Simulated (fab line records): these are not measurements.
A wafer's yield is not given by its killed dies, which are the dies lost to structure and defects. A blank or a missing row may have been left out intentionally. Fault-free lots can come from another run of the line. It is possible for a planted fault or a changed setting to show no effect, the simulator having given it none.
One fault through the eyes of 2 desks | flow sky130 | each desk holds nothing but its own numbers, with what lay behind them at the end

FOR THE TOOL OWNER'S DESK: implanter-03
SKY_NWELL_IMPLANT_11, tool's own readings: per-lot mean of the sampled wafers with a number, covering each lot this tool ran. If a lot's mean is further than 4 standard deviations from the usual mean, the lot is out of limits and carries the mark OUT (the distance appears in the brackets).
Columns: A = beamEnergyKeV at SKY_NWELL_IMPLANT_11, usual 399.97
lot  | first seen here | A
L636 | day 4 15:40     | 400.05
L638 | day 5 07:52     | 399.91
L646 | day 7 01:25     | 487.48 (+99 or more) OUT
L647 | day 7 05:47     | 487.65 (+99 or more) OUT
L648 | day 7 10:49     | 487.43 (+99 or more) OUT
Finding of this desk: L646, L647, L648 out of limits; the first was L646 at day 7 01:25, on beamEnergyKeV at SKY_NWELL_IMPLANT_11. In limits: L636, L638.

AT THE METROLOGY DESK
Lot by lot, what the gauges showed, no matter which tool ran the lot: averages of those sampled wafers that carry a number. If a lot's mean is further than 4 standard deviations from the usual mean, the lot is out of limits and carries the mark OUT (the distance appears in the brackets).
Columns: A = FIELD_ISO_OXIDATION_00_THK at SKY_FIELD_ISO_THK_MEAS_02, usual 11.97 nm; B = NWELL_TW at SKY_NWELL_TW_MEAS_15, usual 1836; C = NWELL_RS at SKY_NWELL_RS_MEAS_29, usual 625.0 ohm/sq; D = VT_ADJUST_LVTN_01_OVL at SKY_VT_ADJUST_LVTN_OVL_MEAS_18, usual -0.4 nm
lot  | first seen here | A     | B               | C               | D
L636 | day 1 12:41     | 11.68 | 1844            | 624.0           | 1.5
L638 | day 1 23:52     | 11.73 | 1827            | 626.5           | 0.2
L639 | day 2 02:52     | 11.90 | 1831            | 624.9           | -1.0
L646 | day 3 14:25     | 12.15 | 1871 (+4.4) OUT | 596.1 (-19) OUT | -1.3
L647 | day 3 19:58     | 11.71 | 1873 (+4.7) OUT | 598.2 (-18) OUT | 1.4
L648 | day 4 00:43     | 12.05 | 1877 (+5.1) OUT | 598.9 (-17) OUT | -2.6
L653 | day 5 01:36     | 11.67 | 1830            | 625.1           | -0.2
L654 | day 5 07:02     | 11.74 | 1840            | 623.7           | 0.0
L655 | day 5 11:19     | 12.71 | 1844            | 623.8           | -0.3
L657 | day 5 23:00     | 11.88 | 1841            | 624.4           | 2.1
L658 | day 6 01:41     | 12.28 | 1845            | 626.6           | -0.0
This desk's result: L646, L647, L648 out of limits, first on L646 (NWELL_TW at SKY_NWELL_TW_MEAS_15), day 7 01:58. In limits: L636, L638, L639, L653, L654, L655, L657, L658.

ALL TOGETHER
At day 7 01:25, on L646, L647, L648, the tool owner's desk was in a position to raise an alarm.
L646, L647, L648 would have let the metrology desk raise an alarm at day 7 01:58.
The lots listed all ran SKY_NWELL_IMPLANT_11 on implanter-03.

WHAT THE SIMULATOR HAD INSERTED
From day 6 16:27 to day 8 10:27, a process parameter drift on implanter-03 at SKY_NWELL_IMPLANT_11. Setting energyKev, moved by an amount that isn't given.
Shown lots that were struck: L646, L647, L648.
Hours from the fault's start to each desk's first reading out of limits: the tool owner's desk, 9; the metrology desk, 10.
